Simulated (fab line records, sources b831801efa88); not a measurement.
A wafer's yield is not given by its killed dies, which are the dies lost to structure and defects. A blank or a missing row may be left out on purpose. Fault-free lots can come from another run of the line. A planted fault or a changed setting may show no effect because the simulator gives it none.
Struck lot and sound lot, side by side + flow sfq-line + 42 steps out of a route of 325
Sound: these wafers, L772.2, L772.3, L772.5. Struck: wafers L781.3, L781.6. (L781.5 of the same lot was not struck and is left out.) The cause comes at the end.
Order at every step that has rows: each side's tool, ch and its chambers, its first start. Under that, the readings that differ: sound wafers + struck wafers + difference of the means + sigmas: that difference in standard deviations of wafers without a fault.
alike: same words and numbers on both sides, and readings whose means sit less than 2 such deviations apart. not compared: any withheld reading, any reading some wafer has no value for, any bound like >300 that may hide the same value, and any number with overlapping values for which the record gives no deviation.
A row with sigmas, a row that says differs or no value, or rows on one side alone: a step with any of these is where the two part. Numbers that don't overlap but have no deviation are shown without sigmas and don't part them. Lack of a reading on every wafer of one side parts them only where that side has two or more wafers.

first, 6 steps without rows for these wafers: SFQ_TRILAYER_I6_VIA_LITHO_COAT_174 (resist thk 62 nm); SFQ_TRILAYER_I6_VIA_LITHO_COAT_169 (resist thk 650 nm); SFQ_TRILAYER_I6_VIA_LITHO_SOFTBAKE_173; SFQ_TRILAYER_I6_VIA_LITHO_EXPOSE_170 (exposes mask I6, target cd 700 nm); SFQ_TRILAYER_I6_VIA_LITHO_PEB_172 (peb time 60 s); SFQ_TRILAYER_I6_VIA_LITHO_DEVELOP_171 (time 60 s).
SFQ_I6_OVL_MEAS_942:
  sound on overlay-02, day 67 08:31; struck on overlay-02, day 73 22:58
  alike: I6_OVL
SFQ_TRILAYER_I6_VIA_BARC_OPEN_VIA_ETCH_235: etches BARC in O2, target depth 125 nm, time 41.7 s.
  sound on rie-diel-04 ch 0,1, day 67 08:32; struck on rie-diel-04 ch 1,2, day 73 22:59
  alike: drypump-motor-current-A, oes-product-au
  not compared: rf-hours-counter-h
SFQ_TRILAYER_I6_VIA_ETCH_VIA_ETCH_172: etches SiO2 in CHF3, stops on Nb, target depth 260 nm.
  sound on rie-diel-04 ch 0,1, day 67 08:35; struck on rie-diel-04 ch 1,2, day 73 23:02
  alike: drypump-motor-current-A, oes-product-au
SFQ_TRILAYER_I6_VIA_STRIP_STRIP_173: strips in O2.
  sound on rie-metal-03 ch 0,1, day 67 08:42; struck on rie-metal-04 ch 0, day 73 23:20
| reading               | sound             | struck      | difference | sigmas |
|-----------------------|-------------------|-------------|------------|--------|
| oes-product-au (a.u.) | 0.980 1.015 0.990 | 1.020 1.017 | +0.023     | +2     |
  alike: drypump-motor-current-A
  not compared: rf-hours-counter-h
then, 2 steps without rows for these wafers: SFQ_TRILAYER_I6_VIA_STRIP_SOLV_CLEAN_174 (cleans in NMP, time 600 s); SFQ_TRILAYER_M7_DEP_PRE_CLEAN_176 (time 22.5 s).
SFQ_TRILAYER_M7_DEP_SPUTTER_175: material Nb, target thk 200 nm, time 133.3 s.
  sound on pvd-sputter-03, day 67 09:42; struck on pvd-sputter-04, day 73 23:57
| reading                                             | sound             | struck      | difference | sigmas |
|-----------------------------------------------------|-------------------|-------------|------------|--------|
| model.Nb_of_TRILAYER_M7_DEP_SPUTTER_175.thk-nm (nm) | 201.9 202.4 202.3 | 217.4 216.7 | +14.8      |        |
  alike: throttle-valve-pct
SFQ_M7_RS_MEAS_943: uses a four-point probe to measure.
  sound on film-metro-03, day 67 09:49; struck on film-metro-01, day 74 00:05
| reading           | sound             | struck      | difference | sigmas |
|-------------------|-------------------|-------------|------------|--------|
| M7_NB_RS (ohm/sq) | 0.880 0.881 0.880 | 0.817 0.819 | -0.062     | -5     |
then, 6 steps without rows for these wafers: SFQ_TRILAYER_M7_LITHO_COAT_182 (resist thk 62 nm); SFQ_TRILAYER_M7_LITHO_COAT_177 (resist thk 600 nm); SFQ_TRILAYER_M7_LITHO_SOFTBAKE_181; SFQ_TRILAYER_M7_LITHO_EXPOSE_178 (exposes mask M7, target cd 500 nm); SFQ_TRILAYER_M7_LITHO_PEB_180 (peb time 60 s); SFQ_TRILAYER_M7_LITHO_DEVELOP_179 (time 60 s).
-- the record jumps here: 4 days lie between the struck wafers' starts before and after --
SFQ_M7_OVL_MEAS_945:
  sound on overlay-01, day 71 03:47; struck on overlay-02, day 77 13:23
  alike: M7_OVL
then, 1 step without rows for these wafers: SFQ_TRILAYER_M7_BARC_OPEN_METAL_ETCH_229 (etches BARC in O2, target depth 125 nm, time 41.7 s).
SFQ_TRILAYER_M7_ETCH_METAL_ETCH_180: etches Nb in Cl2/Ar, stops on SiO2, target depth 240 nm, time 120 s.
  sound on rie-metal-02 ch 0, day 71 03:52; struck on rie-metal-02 ch 0,1, day 77 13:31
| reading               | sound             | struck      | difference | sigmas |
|-----------------------|-------------------|-------------|------------|--------|
| oes-product-au (a.u.) | 0.896 0.906 0.896 | 0.938 0.930 | +0.035     | +4     |
  alike: drypump-motor-current-A
  not compared: rf-hours-counter-h
then, 3 steps without rows for these wafers: SFQ_TRILAYER_M7_STRIP_STRIP_181 (strips in O2); SFQ_TRILAYER_M7_STRIP_SOLV_CLEAN_182 (cleans in NMP, time 600 s); SFQ_TRILAYER_I7_DEP_PECVD_183 (deposits SiO2 from SiH4/N2O, time 111.11 s, target thk 500 nm).
SFQ_TRILAYER_I7_CMP_CMP_184: polishes SiO2.
  sound on cmp-02 ch 0,1,2, day 71 05:50; struck on cmp-01 ch 1, day 77 16:38
| reading             | sound         | struck  | difference | sigmas |
|---------------------|---------------|---------|------------|--------|
| motor-current-A (A) | 11.3 9.8 11.8 | 9.0 8.8 | -2.1       | -2     |
  alike: edge-zone-pressure-frac, slurry-filter-dp-kPa, time-to-endpoint-s
SFQ_I7_BOW_MEAS_946:
  sound on film-metro-04, day 71 07:52; struck on film-metro-04, day 77 19:11
  alike: I7_BOW
then, 7 steps without rows for these wafers: SFQ_TRILAYER_I7_METRO_MEASURE_185; SFQ_TRILAYER_I7_VIA_LITHO_COAT_192 (resist thk 62 nm); SFQ_TRILAYER_I7_VIA_LITHO_COAT_187 (resist thk 650 nm); SFQ_TRILAYER_I7_VIA_LITHO_SOFTBAKE_191; SFQ_TRILAYER_I7_VIA_LITHO_EXPOSE_188 (exposes mask I7, target cd 1000 nm); SFQ_TRILAYER_I7_VIA_LITHO_PEB_190 (peb time 60 s); SFQ_TRILAYER_I7_VIA_LITHO_DEVELOP_189 (time 60 s).
SFQ_I7_OVL_MEAS_947:
  sound on overlay-02, day 73 04:58; struck on overlay-02, day 78 00:52
  alike: I7_OVL
SFQ_TRILAYER_I7_VIA_BARC_OPEN_VIA_ETCH_260: etches BARC in O2, target depth 125 nm, time 41.7 s.
  sound on rie-diel-03 ch 0,1,3, day 73 04:59; struck on rie-diel-02 ch 0,1, day 78 00:54
  alike: drypump-motor-current-A, oes-product-au
  not compared: rf-hours-counter-h
then, 4 steps without rows for these wafers: SFQ_TRILAYER_I7_VIA_ETCH_VIA_ETCH_190 (etches SiO2 in CHF3, stops on Nb, target depth 260 nm); SFQ_TRILAYER_I7_VIA_STRIP_STRIP_191 (strips in O2); SFQ_TRILAYER_I7_VIA_STRIP_SOLV_CLEAN_192 (cleans in NMP, time 600 s); SFQ_TRILAYER_M8_LITHO_LOR_COAT_197.
SFQ_M8_BOW_MEAS_951:
  sound on film-metro-03, day 76 21:36; struck on film-metro-02, day 78 08:02
| reading                 | sound                | struck        | difference | sigmas |
|-------------------------|----------------------|---------------|------------|--------|
| model.etest.m7.ohm-um   | 1.749 1.748 1.752    | 1.635 1.643   | -0.111     |        |
| model.etest.i6.link-ohm | 1.88 1.873 1.878     | 1.779 1.807   | -0.084     |        |
| model.etest.i7.link-ohm | 1.042 1.04 1.039     | 0.9812 0.9826 | -0.0584    |        |
| model.etest.m7.ohm-sq   | 0.8802 0.8783 0.8786 | 0.8178 0.8203 | -0.0600    |        |
  alike: M8_BOW

WHERE THEY PART
At SFQ_TRILAYER_I6_VIA_STRIP_STRIP_173 first; at SFQ_TRILAYER_I7_CMP_CMP_184 last (within this record only). Later steps at which nothing parts them and some readings are alike: SFQ_I7_BOW_MEAS_946, SFQ_I7_OVL_MEAS_947, SFQ_TRILAYER_I7_VIA_BARC_OPEN_VIA_ETCH_260, SFQ_M8_BOW_MEAS_951.

WHY: whatever the simulator had introduced
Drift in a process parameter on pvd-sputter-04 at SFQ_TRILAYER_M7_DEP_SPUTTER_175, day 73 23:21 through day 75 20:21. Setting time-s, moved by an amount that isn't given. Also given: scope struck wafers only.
